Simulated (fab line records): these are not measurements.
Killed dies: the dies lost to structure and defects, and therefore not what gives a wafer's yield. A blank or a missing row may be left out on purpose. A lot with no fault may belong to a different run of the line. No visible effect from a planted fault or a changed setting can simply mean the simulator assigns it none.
fab line records -- flow sfq_line
record lots=5, wafers=14, last_day=85
route steps=325 shown M3@122 I3@133 M4@148 I4@163 M8@325
lots that met no fault: from a run of the same line without faults
start_h: the number of hours between the record's first day and the start of the first shown wafer of the lot -- wait_h: hours since the lot's step before -- " unchanged from the row above -- L1.1+2: several wafers, shown together as one row -- - no value present, or no start provided -- * or withheld: withheld -- < > ~ a bound
route shown NAME@n: a module of which the file shows steps, and the number in the route of the first -- usual: mean and standard deviation over wafers with no fault -- same: alike in all rows -- chamber/n: place in a boat -- sites: per-site readings -- _std_site: their standard deviation -- _edge_site: outer sites' mean less inner sites' -- radius_mm: how far each site lies from the wafer's centre -- mask NAME#n: copy n -- behind: the tool/chamber that last shaped the wafer -- hold: cause of the lot's hold/its duration in hours/its outcome -- device: names the non-switching transistor (n, p or np) -- end of line: tests of these same wafers at the route's end -- a step without rows: its recipe alone -- killed: count of dies lost to structure and defects at first sort (not the wafer's yield) -- map: dies across one wafer; x = killed, . = not, _ = none there
set.NAME: the setting the step ran with; set.NAME@STEP: the setting that earlier step ran with -- model.NAME: the simulator's own value behind a step, which no gauge read
certain route steps with their lots: each step a table, each wafer a row
services: from which hour (start_h, from the record's first day; less than 0 if before it) a tool's chamber was out of use, for how many hours, and why
## steps
# step SFQ_TRILAYER_M3_LITHO_COAT_080
# recipe resist=BARC, spin_rpm=3000, resist_thk_nm=62
# step SFQ_TRILAYER_M3_LITHO_COAT_075
# recipe resist=KrF, spin_rpm=3000, resist_thk_nm=600
# step SFQ_TRILAYER_M3_LITHO_SOFTBAKE_079
# recipe temp_c=withheld, time_s=withheld, resist=KrF
# step SFQ_TRILAYER_M3_LITHO_EXPOSE_076
# recipe mask_id=M3, na=0.6, source_shape=conventional, sigma_outer=0.65, target_cd_nm=500, dose_mj=14.4
# step SFQ_TRILAYER_M3_LITHO_PEB_078
# recipe peb_temp_c=115, peb_time_s=60, resist=KrF
# step SFQ_TRILAYER_M3_LITHO_DEVELOP_077
# recipe time_s=60, resist=KrF
# step SFQ_M3_OVL_MEAS_921
# usual M3_OVL=-1/5.8
lot.wafer,tool,chamber,start_h,wait_h,M3_OVL[nm]
L693.3,overlay-01,-,957.19,0.1,2
L693.4,overlay-01,-,957.19,0.1,-3
L693.6,overlay-01,-,957.19,0.1,-1
L704.3,overlay-02,-,1021.79,0.1,0
L704.5,overlay-02,-,1021.79,0.1,2
L708.1,overlay-01,-,1170.38,0.1,6
L708.2,overlay-01,-,1170.38,0.1,4
L708.5,overlay-01,-,1170.38,0.1,5
L709.3,overlay-01,-,1185.99,0.1,-6
L709.4,overlay-01,-,1185.99,0.1,-7
L709.6,overlay-01,-,1185.99,0.1,-6
L711.1,overlay-02,-,1204.96,0.1,-1
L711.3,overlay-02,-,1204.96,0.1,-2
L711.6,overlay-02,-,1204.96,0.1,1
# step SFQ_TRILAYER_M3_BARC_OPEN_METAL_ETCH_100
# recipe mask_material=PR, chemistry=O2, target_depth_nm=125, target=BARC, icp_w=600, bias_w=80, pressure_mtorr=10, time_s=41.7
# step SFQ_TRILAYER_M3_ETCH_METAL_ETCH_078
# recipe target=Nb, stop_on=SiO2, mask_material=PR, chemistry=Cl2/Ar, target_depth_nm=240, icp_w=600, bias_w=80, pressure_mtorr=10, time_s=120
# usual drypump_motor_current_A=5.8/0.38, oes_product_au=0.896/0.0079
lot.wafer,tool,chamber,start_h,wait_h,drypump_motor_current_A,oes_product_au,rf_hours_counter_h
L693.3,rie_metal-04,1,957.32,0.1,5.5,0.895,-
L693.4,rie_metal-04,0,957.32,0.1,5.7,0.894,-
L693.6,rie_metal-04,1,957.32,0.1,5.6,0.898,-
L704.3,rie_metal-02,0,1021.92,0.1,5.5,0.906,-
L704.5,rie_metal-02,1,1021.92,0.1,6.2,0.904,-
L708.1,rie_metal-02,1,1170.48,0.0,6.2,0.902,70
L708.2,rie_metal-02,0,1170.48,0.0,5.4,0.910,48
L708.5,rie_metal-02,1,1170.48,0.0,6.2,0.895,-
L709.3,rie_metal-03,0,1186.12,0.1,6.2,0.894,-
L709.4,rie_metal-03,1,1186.12,0.1,6.5,0.895,-
L709.6,rie_metal-03,0,1186.12,0.1,6.2,0.881,-
L711.1,rie_metal-02,1,1205.06,0.0,6.2,0.903,75
L711.3,rie_metal-02,0,1205.06,0.0,5.4,0.887,-
L711.6,rie_metal-02,1,1205.06,0.0,6.2,0.897,-
# step SFQ_TRILAYER_M3_STRIP_STRIP_079
# recipe gas=O2, power_w=200, platen_temp_c=40, overash_fraction=0.65, chemistry=O2, pressure_mtorr=50
# usual drypump_motor_current_A=5.8/0.38, oes_product_au=1.003/0.013
lot.wafer,tool,chamber,start_h,wait_h,drypump_motor_current_A,oes_product_au,rf_hours_counter_h
L693.3,rie_metal-04,1,957.60,0.2,5.6,0.992,-
L693.4,rie_metal-04,0,957.60,0.2,5.7,0.980,-
L693.6,rie_metal-04,1,957.60,0.2,5.5,0.985,-
L704.3,rie_metal-02,0,1022.20,0.2,5.5,1.004,-
L704.5,rie_metal-02,1,1022.20,0.2,6.2,1.000,-
L708.1,rie_metal-02,1,1170.60,0.1,6.2,1.011,70
L708.2,rie_metal-02,0,1170.60,0.1,5.5,1.005,48
L708.5,rie_metal-02,1,1170.60,0.1,6.2,1.010,-
L709.3,rie_metal-03,0,1186.40,0.2,6.2,1.024,-
L709.4,rie_metal-03,1,1186.40,0.2,6.6,1.003,-
L709.6,rie_metal-03,0,1186.40,0.2,6.2,1.024,-
L711.1,rie_metal-02,1,1205.18,0.1,6.2,1.023,75
L711.3,rie_metal-02,0,1205.18,0.1,5.4,1.023,-
L711.6,rie_metal-02,1,1205.18,0.1,6.2,1.013,-
# step SFQ_TRILAYER_M3_STRIP_SOLV_CLEAN_080
# recipe chemistry=NMP, temp_c=70, time_s=600
# step SFQ_TRILAYER_I3_DEP_PECVD_081
# recipe material=SiO2, temp_c=150, time_s=111.11, pressure_torr=2.4, rf_w=183.3, precursor=SiH4/N2O, target_thk_nm=500
# step SFQ_TRILAYER_I3_CMP_CMP_082
# recipe material=SiO2, down_force_psi=3, platen_rpm=60, pad_velocity_m_s=0.94248
# usual motor_current_A=10.0/0.58, time_to_endpoint_s=216/11
lot.wafer,tool,chamber,start_h,wait_h,motor_current_A,time_to_endpoint_s,model.SiO2_of_TRILAYER_I3_DEP_PECVD_081.thk_nm
L693.3,cmp-02,3,965.97,7.8,9.5,200,198.9
L693.4,cmp-02,0,965.97,7.8,9.2,202,199.7
L693.6,cmp-02,2,967.47,9.2,10.6,220,199.5
L704.3,cmp-01,3,1031.94,9.1,9.5,217,200.6
L704.5,cmp-01,3,1033.94,11.1,9.6,191,249.9
L708.2,cmp-02,3,1173.92,2.5,9.4,206,199
L708.1,cmp-02,0,1173.92,2.5,9.2,200,199.8
L708.5,cmp-02,3,1175.92,4.5,9.5,206,198.1
L709.4,cmp-02,2,1194.42,7.4,10.4,229,199
L709.3,cmp-02,0,1195.42,8.4,8.9,210,199.4
L709.6,cmp-02,3,1196.92,9.9,9.2,209,197.6
L711.3,cmp-01,2,1207.03,1.0,10.8,206,200.3
L711.1,cmp-01,3,1207.03,1.0,8.9,198,200.2
L711.6,cmp-01,1,1208.53,2.5,10.6,229,203.1
# step SFQ_I3_BOW_MEAS_922
# recipe mode=bow
# usual I3_BOW=0/7.7
lot.wafer,tool,chamber,start_h,wait_h,I3_BOW[um]
L693.3,film_metro-01,-,968.01,1.5,7
L693.4,film_metro-01,-,968.01,1.5,8
L693.6,film_metro-01,-,968.01,1.5,10
L704.3,film_metro-03,-,1034.48,2.0,-6
L704.5,film_metro-03,-,1034.48,2.0,2
L704.3,film_metro-03,-,1037.37,2.9,-
L704.5,film_metro-03,-,1037.37,2.9,-
L708.1,film_metro-01,-,1176.42,1.5,9
L708.2,film_metro-01,-,1176.42,1.5,-4
L708.5,film_metro-01,-,1176.42,1.5,4
L709.3,film_metro-01,-,1197.46,1.5,7
L709.4,film_metro-01,-,1197.46,1.5,19
L709.6,film_metro-01,-,1197.46,1.5,6
L711.1,film_metro-03,-,1209.03,1.0,-4
L711.3,film_metro-03,-,1209.03,1.0,-7
L711.6,film_metro-03,-,1209.03,1.0,3
# step SFQ_TRILAYER_I3_METRO_MEASURE_083
# usual thk_nm=200.2/1.3
lot.wafer,tool,chamber,start_h,wait_h,thk_nm
L693.3,film_metro-01,-,968.49,0.5,198.9
L693.4,film_metro-01,-,968.49,0.5,199.7
L693.6,film_metro-01,-,968.49,0.5,199.5
L704.3,film_metro-03,-,1039.86,2.5,200.5
L704.5,film_metro-03,-,1039.86,2.5,249.9
L704.3,film_metro-03,-,1041.48,1.4,200.7
L704.5,film_metro-03,-,1041.48,1.4,250.0
L708.1,film_metro-01,-,1176.54,0.1,200.0
L708.2,film_metro-01,-,1176.54,0.1,199.0
L708.5,film_metro-01,-,1176.54,0.1,198.1
L709.3,film_metro-01,-,1197.94,0.5,199.4
L709.4,film_metro-01,-,1197.94,0.5,199.1
L709.6,film_metro-01,-,1197.94,0.5,197.8
L711.1,film_metro-03,-,1209.15,0.1,200.2
L711.3,film_metro-03,-,1209.15,0.1,200.3
L711.6,film_metro-03,-,1209.15,0.1,203.1
# step SFQ_TRILAYER_I3_VIA_LITHO_COAT_090
# recipe resist=BARC, spin_rpm=3000, resist_thk_nm=62
# step SFQ_TRILAYER_I3_VIA_LITHO_COAT_085
# recipe resist=KrF, spin_rpm=3000, resist_thk_nm=650
# step SFQ_TRILAYER_I3_VIA_LITHO_SOFTBAKE_089
# recipe temp_c=withheld, time_s=withheld, resist=KrF
# step SFQ_TRILAYER_I3_VIA_LITHO_EXPOSE_086
# recipe mask_id=I3, na=0.6, source_shape=conventional, sigma_outer=0.65, target_cd_nm=500, dose_mj=21.3
# step SFQ_TRILAYER_I3_VIA_LITHO_PEB_088
# recipe peb_temp_c=115, peb_time_s=60, resist=KrF
# step SFQ_TRILAYER_I3_VIA_LITHO_DEVELOP_087
# recipe time_s=60, resist=KrF
# step SFQ_I3_OVL_MEAS_923
# usual I3_OVL=-1/5.8
lot.wafer,tool,chamber,start_h,wait_h,I3_OVL[nm]
L693.3,overlay-01,-,971.56,0.1,7
L693.4,overlay-01,-,971.56,0.1,6
L693.6,overlay-01,-,971.56,0.1,8
L704.3,overlay-02,-,1055.27,0.1,-6
L704.5,overlay-02,-,1055.27,0.1,-3
L708.1,overlay-01,-,1180.11,0.1,10
L708.2,overlay-01,-,1180.11,0.1,-8
L708.5,overlay-01,-,1180.11,0.1,1
L709.3,overlay-01,-,1204.48,0.1,-3
L709.4,overlay-01,-,1204.48,0.1,-4
L709.6,overlay-01,-,1204.48,0.1,-7
L711.1,overlay-01,-,1212.60,0.1,-2
L711.3,overlay-01,-,1212.60,0.1,-4
L711.6,overlay-01,-,1212.60,0.1,4
# step SFQ_TRILAYER_I3_VIA_BARC_OPEN_VIA_ETCH_121
# recipe mask_material=PR, chemistry=O2, target_depth_nm=125, target=BARC, source_w=500, bias_w=80, pressure_mtorr=30, time_s=41.7
# step SFQ_TRILAYER_I3_VIA_ETCH_VIA_ETCH_088
# recipe target=SiO2, stop_on=Nb, mask_material=PR, taper_deg=20, chemistry=CHF3, target_depth_nm=260, source_w=500, bias_w=80, pressure_mtorr=30, time_s=withheld
# usual drypump_motor_current_A=5.5/0.35, oes_product_au=0.856/0.005
lot.wafer,tool,chamber,start_h,wait_h,drypump_motor_current_A,oes_product_au,model.I3.feature_depth_nm,model.etch.depth_nm
L693.3,rie_diel-03,3,971.62,0.0,5.1,0.844,198.9,198.9
L693.4,rie_diel-03,2,971.62,0.0,6.1,0.860,199.7,199.7
L693.6,rie_diel-03,1,971.62,0.0,4.8,0.853,199.5,199.5
L704.3,rie_diel-03,0,1055.33,0.0,5.8,0.855,200.6,200.6
L704.5,rie_diel-03,2,1055.33,0.0,6.1,0.972,249.9,249.9
L708.1,rie_diel-04,2,1180.19,0.0,5.2,0.859,199.8,199.8
L708.2,rie_diel-04,0,1180.19,0.0,5.8,0.851,199,199
L708.5,rie_diel-04,0,1180.19,0.0,5.8,0.855,198.1,198.1
L709.3,rie_diel-04,2,1204.54,0.0,5.2,0.849,199.4,199.4
L709.4,rie_diel-04,0,1204.54,0.0,5.8,0.853,199,199
L709.6,rie_diel-04,1,1204.54,0.0,6.0,0.854,197.6,197.6
L711.1,rie_diel-01,2,1212.68,0.0,5.4,0.860,200.2,200.2
L711.3,rie_diel-01,0,1212.68,0.0,5.1,0.854,200.3,200.3
L711.6,rie_diel-01,0,1212.68,0.0,5.1,0.869,203.1,203.1
# step SFQ_TRILAYER_I3_VIA_STRIP_STRIP_089
# recipe gas=O2, power_w=200, platen_temp_c=40, overash_fraction=0.65, chemistry=O2, pressure_mtorr=50
# usual drypump_motor_current_A=5.7/0.37, oes_product_au=0.997/0.012
lot.wafer,tool,chamber,start_h,wait_h,drypump_motor_current_A,oes_product_au,rf_hours_counter_h
L693.3,rie_metal-04,0,971.94,-,5.7,0.977,-
L693.4,rie_metal-04,1,971.94,-,5.6,0.999,-
L693.6,rie_metal-04,0,971.94,-,5.7,0.994,-
L704.3,rie_metal-04,0,1055.64,-,5.7,0.985,-
L704.5,rie_metal-04,0,1055.64,-,5.7,0.974,-
L708.1,rie_metal-03,0,1180.30,-,6.2,1.021,142
L708.2,rie_metal-03,1,1180.30,-,6.5,0.999,81
L708.5,rie_metal-03,0,1180.30,-,6.2,1.018,-
L709.3,rie_metal-04,1,1204.86,-,5.5,0.992,-
L709.4,rie_metal-04,0,1204.86,-,5.7,0.979,-
L709.6,rie_metal-04,1,1204.86,-,5.5,1.004,-
L711.1,rie_metal-04,1,1212.79,-,5.5,0.997,27
L711.3,rie_metal-04,1,1212.79,-,5.5,0.995,-
L711.6,rie_metal-04,0,1212.79,-,5.7,0.972,-
# step SFQ_TRILAYER_I3_VIA_STRIP_SOLV_CLEAN_090
# recipe chemistry=NMP, temp_c=70, time_s=600
# step SFQ_TRILAYER_M4_DEP_PRE_CLEAN_092
# recipe gas=Ar, time_s=22.5, bias_v=250
# usual bias_v=250.4/2.5
lot.wafer,tool,chamber,start_h,wait_h,bias_v,model.SiO2_of_TRILAYER_I3_DEP_PECVD_081.thk_nm
L693.3,pvd_sputter-04,-,972.51,0.0,252.6,191.4
L693.4,pvd_sputter-04,-,972.51,0.0,246.6,192.2
L693.6,pvd_sputter-04,-,972.51,0.0,250.1,192
L704.3,pvd_sputter-06,-,1056.22,0.0,248.4,193.1
L704.5,pvd_sputter-06,-,1056.22,0.0,253.5,242.4
L708.1,pvd_sputter-04,-,1181.08,0.0,248.7,192.3
L708.2,pvd_sputter-04,-,1181.08,0.0,252.1,191.5
L708.5,pvd_sputter-04,-,1181.08,0.0,249.4,190.6
L709.3,pvd_sputter-04,-,1205.43,0.0,251.2,191.9
L709.4,pvd_sputter-04,-,1205.43,0.0,247.5,191.5
L709.6,pvd_sputter-04,-,1205.43,0.0,247.5,190.1
L711.1,pvd_sputter-06,-,1213.57,0.0,252.3,192.7
L711.3,pvd_sputter-06,-,1213.57,0.0,251.4,192.8
L711.6,pvd_sputter-06,-,1213.57,0.0,254.1,195.6
# step SFQ_TRILAYER_M4_DEP_SPUTTER_091
# recipe material=Nb, base_pressure_pa=1.33e-06, chamber_pressure_pa=0.1333, substrate_temp_c=20, resputter_cathode_voltage_v=400, target_thk_nm=200, power_w=2000, time_s=133.3
# usual throttle_valve_pct=29.3/1
lot.wafer,tool,chamber,start_h,wait_h,throttle_valve_pct
L693.3,pvd_sputter-04,-,972.54,0.0,28.0
L693.4,pvd_sputter-04,-,972.54,0.0,30.0
L693.6,pvd_sputter-04,-,972.54,0.0,27.8
L704.3,pvd_sputter-06,-,1056.25,0.0,29.2
L704.5,pvd_sputter-06,-,1056.25,0.0,30.1
L708.1,pvd_sputter-04,-,1181.11,0.0,31.1
L708.2,pvd_sputter-04,-,1181.11,0.0,29.7
L708.5,pvd_sputter-04,-,1181.11,0.0,31.1
L709.3,pvd_sputter-04,-,1205.46,0.0,30.9
L709.4,pvd_sputter-04,-,1205.46,0.0,30.0
L709.6,pvd_sputter-04,-,1205.46,0.0,30.0
L711.1,pvd_sputter-06,-,1213.60,0.0,29.7
L711.3,pvd_sputter-06,-,1213.60,0.0,29.4
L711.6,pvd_sputter-06,-,1213.60,0.0,27.8
# step SFQ_M4_RS_MEAS_924
# recipe thk_meas_gauge=four-point-probe, reads=Nb_of_TRILAYER_M4_DEP_SPUTTER_091
# usual M4_NB_RS=0.885/0.012
lot.wafer,tool,chamber,start_h,wait_h,M4_NB_RS[ohm/sq]
L693.3,film_metro-01,-,972.67,0.1,0.876
L693.4,film_metro-01,-,972.67,0.1,0.878
L693.6,film_metro-01,-,972.67,0.1,0.881
L704.3,film_metro-03,-,1056.38,0.1,0.879
L704.5,film_metro-03,-,1056.38,0.1,0.870
L708.1,film_metro-02,-,1181.20,0.0,0.903
L708.2,film_metro-02,-,1181.20,0.0,0.895
L708.5,film_metro-02,-,1181.20,0.0,0.902
L709.3,film_metro-01,-,1205.59,0.1,0.878
L709.4,film_metro-01,-,1205.59,0.1,0.887
L709.6,film_metro-01,-,1205.59,0.1,0.880
L711.1,film_metro-01,-,1213.69,0.0,0.877
L711.3,film_metro-01,-,1213.69,0.0,0.875
L711.6,film_metro-01,-,1213.69,0.0,0.876
# step SFQ_TRILAYER_M4_LITHO_COAT_098
# recipe resist=BARC, spin_rpm=3000, resist_thk_nm=62
# step SFQ_TRILAYER_M4_LITHO_COAT_093
# recipe resist=KrF, spin_rpm=3000, resist_thk_nm=600
# step SFQ_TRILAYER_M4_LITHO_SOFTBAKE_097
# recipe temp_c=withheld, time_s=withheld, resist=KrF
# step SFQ_TRILAYER_M4_LITHO_EXPOSE_094
# recipe mask_id=M4, na=0.6, source_shape=conventional, sigma_outer=0.65, target_cd_nm=500, dose_mj=14.4
# step SFQ_TRILAYER_M4_LITHO_PEB_096
# recipe peb_temp_c=115, peb_time_s=60, resist=KrF
# step SFQ_TRILAYER_M4_LITHO_DEVELOP_095
# recipe time_s=60, resist=KrF
# step SFQ_M4_OVL_MEAS_926
# usual M4_OVL=-4/5.2
lot.wafer,tool,chamber,start_h,wait_h,M4_OVL[nm]
L693.3,overlay-02,-,976.27,0.1,-5
L693.4,overlay-02,-,976.27,0.1,-5
L693.6,overlay-02,-,976.27,0.1,-4
L704.3,overlay-02,-,1074.57,0.1,-3
L704.5,overlay-02,-,1074.57,0.1,-2
L708.1,overlay-02,-,1183.75,0.1,-8
L708.2,overlay-02,-,1183.75,0.1,-4
L708.5,overlay-02,-,1183.75,0.1,-11
L709.3,overlay-02,-,1207.99,0.1,1
L709.4,overlay-02,-,1207.99,0.1,0
L709.6,overlay-02,-,1207.99,0.1,-3
L711.1,overlay-02,-,1244.87,0.1,-6
L711.3,overlay-02,-,1244.87,0.1,-1
L711.6,overlay-02,-,1244.87,0.1,-1
# step SFQ_TRILAYER_M4_BARC_OPEN_METAL_ETCH_123
# recipe mask_material=PR, chemistry=O2, target_depth_nm=125, target=BARC, icp_w=600, bias_w=80, pressure_mtorr=10, time_s=41.7
# usual drypump_motor_current_A=5.9/0.47, oes_product_au=0.685/0.0045
lot.wafer,tool,chamber,start_h,wait_h,drypump_motor_current_A,oes_product_au,rf_hours_counter_h
L693.3,rie_metal-02,1,976.32,0.0,6.2,0.690,-
L693.4,rie_metal-02,0,976.32,0.0,5.4,0.685,-
L693.6,rie_metal-02,0,976.32,0.0,5.4,0.687,-
L704.3,rie_metal-03,1,1074.61,0.0,6.6,0.677,-
L704.5,rie_metal-03,0,1074.61,0.0,6.2,0.683,-
L708.1,rie_metal-03,1,1183.79,0.0,6.5,0.681,82
L708.2,rie_metal-03,0,1183.79,0.0,6.2,0.690,143
L708.5,rie_metal-03,0,1183.79,0.0,6.2,0.684,-
L709.3,rie_metal-03,1,1208.04,0.0,6.6,0.683,-
L709.4,rie_metal-03,0,1208.04,0.0,6.2,0.684,-
L709.6,rie_metal-03,0,1208.04,0.0,6.2,0.688,-
L711.1,rie_metal-03,0,1244.91,0.0,6.2,0.687,6
L711.3,rie_metal-03,1,1244.91,0.0,6.6,0.684,-
L711.6,rie_metal-03,0,1244.91,0.0,6.2,0.684,-
# step SFQ_TRILAYER_M4_ETCH_METAL_ETCH_096
# recipe target=Nb, stop_on=SiO2, mask_material=PR, chemistry=Cl2/Ar, target_depth_nm=240, icp_w=600, bias_w=80, pressure_mtorr=10, time_s=120
# step SFQ_TRILAYER_M4_STRIP_STRIP_097
# recipe gas=O2, power_w=200, platen_temp_c=40, overash_fraction=0.65, chemistry=O2, pressure_mtorr=50
# step SFQ_TRILAYER_M4_STRIP_SOLV_CLEAN_098
# recipe chemistry=NMP, temp_c=70, time_s=600
# step SFQ_TRILAYER_I4_DEP_PECVD_099
# recipe material=SiO2, temp_c=150, time_s=111.11, pressure_torr=2.4, rf_w=183.3, precursor=SiH4/N2O, target_thk_nm=500
# step SFQ_M8_BOW_MEAS_951
# recipe mode=bow
# usual M8_BOW=5/11
lot.wafer,tool,chamber,start_h,wait_h,M8_BOW[um],model.etest.i3.link_ohm
L693.3,film_metro-02,-,1837.26,0.0,16,1.947
L693.4,film_metro-02,-,1837.26,0.0,17,1.956
L693.6,film_metro-02,-,1837.26,0.0,18,1.951
L704.3,film_metro-01,-,2022.67,0.0,8,1.938
L704.5,film_metro-01,-,2022.67,0.0,14,1.972
L708.1,film_metro-02,-,2041.51,0.0,19,1.98
L708.2,film_metro-02,-,2041.51,0.0,9,1.936
L708.5,film_metro-02,-,2041.51,0.0,16,1.977
L709.3,film_metro-04,-,2043.95,0.0,29,1.965
L709.4,film_metro-04,-,2043.95,0.0,39,1.975
L709.6,film_metro-04,-,2043.95,0.0,26,1.974
L711.1,film_metro-01,-,2051.13,0.0,-8,1.938
L711.3,film_metro-01,-,2051.13,0.0,-10,1.964
L711.6,film_metro-01,-,2051.13,0.0,0,1.967
## services
tool,chamber,start_h,hours,kind
film_metro-03,-,957.12,0.1,pm
film_metro-01,-,969.36,1.8,pm
pvd_sputter-06,-,979.52,2.1,repair
rie_metal-03,0,985.05,1.3,repair
film_metro-01,-,986.70,0.2,pm
rie_metal-04,-,991.43,1.4,pm
pvd_sputter-04,-,1046.11,1.4,repair
cmp-02,-,1059.85,2.7,repair
film_metro-01,-,1076.23,0.3,pm
film_metro-01,-,1082.85,9.3,repair
cmp-02,-,1090.80,4.9,pm
pvd_sputter-06,-,1091.66,0.5,repair
cmp-02,-,1095.68,4.0,pm
rie_metal-04,-,1098.12,1.1,repair
rie_metal-04,-,1112.83,39.6,repair
rie_metal-02,0,1119.61,12.4,repair
cmp-02,-,1137.66,2.8,repair
pvd_sputter-06,-,1172.99,4.9,repair
cmp-02,-,1211.62,13.2,pm
rie_metal-03,-,1213.56,0.3,repair
film_metro-01,-,1214.36,0.9,pm
rie_metal-02,-,1220.02,2.8,pm
film_metro-01,-,1231.11,0.4,pm
film_metro-01,-,1239.99,12.2,repair
## key
first_sign step=SFQ_I3_BOW_MEAS_922, reading=visit, direction=added
effect step=SFQ_TRILAYER_I3_METRO_MEASURE_083, reading=visit, direction=added
effect step=SFQ_TRILAYER_I3_METRO_MEASURE_083, reading=thk_nm, direction=up, sigmas=39, usual=200.2, struck=249.9
effect step=SFQ_TRILAYER_I3_VIA_ETCH_VIA_ETCH_088, reading=oes_product_au, direction=up, sigmas=23, usual=0.856, struck=0.972
model_effect step=SFQ_TRILAYER_I3_CMP_CMP_082, value=SiO2_of_TRILAYER_I3_DEP_PECVD_081.thk_nm, without=199.9, struck=249.9
model_effect step=SFQ_TRILAYER_I3_VIA_ETCH_VIA_ETCH_088, value=I3.feature_depth_nm, without=199.9, struck=249.9
model_effect step=SFQ_TRILAYER_M4_DEP_PRE_CLEAN_092, value=SiO2_of_TRILAYER_I3_DEP_PECVD_081.thk_nm, without=192.4, struck=242.4
model_effect step=SFQ_M8_BOW_MEAS_951, value=etest.i3.link_ohm, without=1.926, struck=1.972
met_at SFQ_TRILAYER_I3_CMP_CMP_082
struck_wafers L704.5
fault kind=process_parameter_drift, tool=cmp-01, chamber=-, onset_h=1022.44, steps=SFQ_TRILAYER_I3_CMP_CMP_082, channel=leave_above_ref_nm, offset=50, shape=step, end_h=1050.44, scope=struck_wafers_only, acts_in=these_recipes_only, stated=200
